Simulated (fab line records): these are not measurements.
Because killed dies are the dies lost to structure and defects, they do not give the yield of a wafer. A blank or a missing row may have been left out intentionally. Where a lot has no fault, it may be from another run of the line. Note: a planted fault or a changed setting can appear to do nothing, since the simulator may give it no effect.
Struck lot and sound lot, side by side | flow sfqLine | 14 out of 325 route steps
Sound: these wafers, L458.3, L458.5, L458.6. Wafers struck: L451.2, L451.3, L451.5. The cause comes at the end.
Order at every step that has rows: each side's tool, ch and its chambers, its first start. Under that, the readings that differ: sound wafers | struck wafers | difference of the means | sigmas: that difference in standard deviations of wafers without a fault.
alike: a reading whose means differ by less than 2 such deviations, as well as words and numbers matching on both sides. not compared: withheld readings; readings where some wafer has no value; bounds like >300 that might hide an equal value; numbers whose values overlap and for which the record gives no deviation.
A row with sigmas, a row that says differs or no value, or rows on one side alone: a step with any of these is where the two part. Numbers that have no deviation but don't overlap get no sigmas and don't part them. A reading that every wafer of one side lacks parts them only if that side has two wafers or more.

SFQ_TRILAYER_I1_DEP_PECVD_045: deposits SiO2 from SiH4/N2O, time 111.11 s, target thk 500 nm.
  sound on pecvd-04 ch 1,2, day 31 10:08; struck on pecvd-04 ch 0,1,2, day 29 00:17
  alike: heaterPowerW, throttleValvePct
SFQ_TRILAYER_I1_CMP_CMP_046: polishes SiO2.
  sound on cmp-01 ch 1,2,3, day 31 11:13; struck on cmp-02 ch 0,1,3, day 29 00:22
  alike: edgeZonePressureFrac, motorCurrentA, slurryFilterDpKPa, timeToEndpointS
SFQ_I1_BOW_MEAS_912:
  struck on filmMetro-03, day 29 03:23; sound on filmMetro-02, day 31 13:15
  alike: I1_BOW
SFQ_TRILAYER_I1_METRO_MEASURE_047:
  struck on filmMetro-03, day 29 03:41; sound on filmMetro-02, day 31 13:44
  alike: thkNm
then, 6 steps without rows for these wafers: SFQ_TRILAYER_I1_VIA_LITHO_COAT_054 (resist thk 62 nm); SFQ_TRILAYER_I1_VIA_LITHO_COAT_049 (resist thk 650 nm); SFQ_TRILAYER_I1_VIA_LITHO_SOFTBAKE_053; SFQ_TRILAYER_I1_VIA_LITHO_EXPOSE_050 (exposes mask I1, target cd 500 nm); SFQ_TRILAYER_I1_VIA_LITHO_PEB_052 (peb time 60 s); SFQ_TRILAYER_I1_VIA_LITHO_DEVELOP_051 (time 60 s).
-- the record jumps here: 6 days lie between the struck wafers' starts before and after --
SFQ_I1_OVL_MEAS_913:
  struck on overlay-01, day 35 13:22; sound on overlay-02, day 37 23:25
  alike: I1_OVL
SFQ_TRILAYER_I1_VIA_BARC_OPEN_VIA_ETCH_071: etches BARC in O2, target depth 125 nm, time 41.7 s.
  sound on rieDiel-02 ch 0,2,3, day 37 23:26; struck on rieDiel-02 ch 0,1, day 35 13:24
  alike: biasW, drypumpMotorCurrentA, oesProductAu, rfFwdPowerW
  not compared: rfHoursCounterH
SFQ_TRILAYER_I1_VIA_ETCH_VIA_ETCH_052: etches SiO2 in CHF3, stops on Nb, target depth 260 nm.
  sound on rieDiel-02 ch 0,2,3, day 37 23:28; struck on rieDiel-02 ch 0,1, day 35 13:26
reading                                                | sound             | struck            | difference | sigmas
rfFwdPowerW (W)                                        | 497.0 498.1 498.8 | 418.8 418.8 419.7 | -78.9      | -49
model.KrF_of_TRILAYER_I1_VIA_LITHO_COAT_049.thkNm (nm) | 529.3 526.2 527.8 | 534.3 533.3 533.7 | +6.0       | 
  alike: biasW, drypumpMotorCurrentA, oesProductAu
SFQ_TRILAYER_I1_VIA_STRIP_STRIP_053: strips in O2.
  sound on rieMetal-03 ch 0,1, day 37 23:47; struck on rieMetal-03 ch 0, day 35 13:33
  alike: drypumpMotorCurrentA, oesProductAu
  not compared: rfHoursCounterH

## WHERE THEY PART
At SFQ_TRILAYER_I1_VIA_ETCH_VIA_ETCH_052 and nowhere else, as far as this record goes. Later steps at which nothing parts them and some readings are alike: SFQ_TRILAYER_I1_VIA_STRIP_STRIP_053.

WHY: what the simulator had put in
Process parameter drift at SFQ_TRILAYER_I1_VIA_ETCH_VIA_ETCH_052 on rieDiel-02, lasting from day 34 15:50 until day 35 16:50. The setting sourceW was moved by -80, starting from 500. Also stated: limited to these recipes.
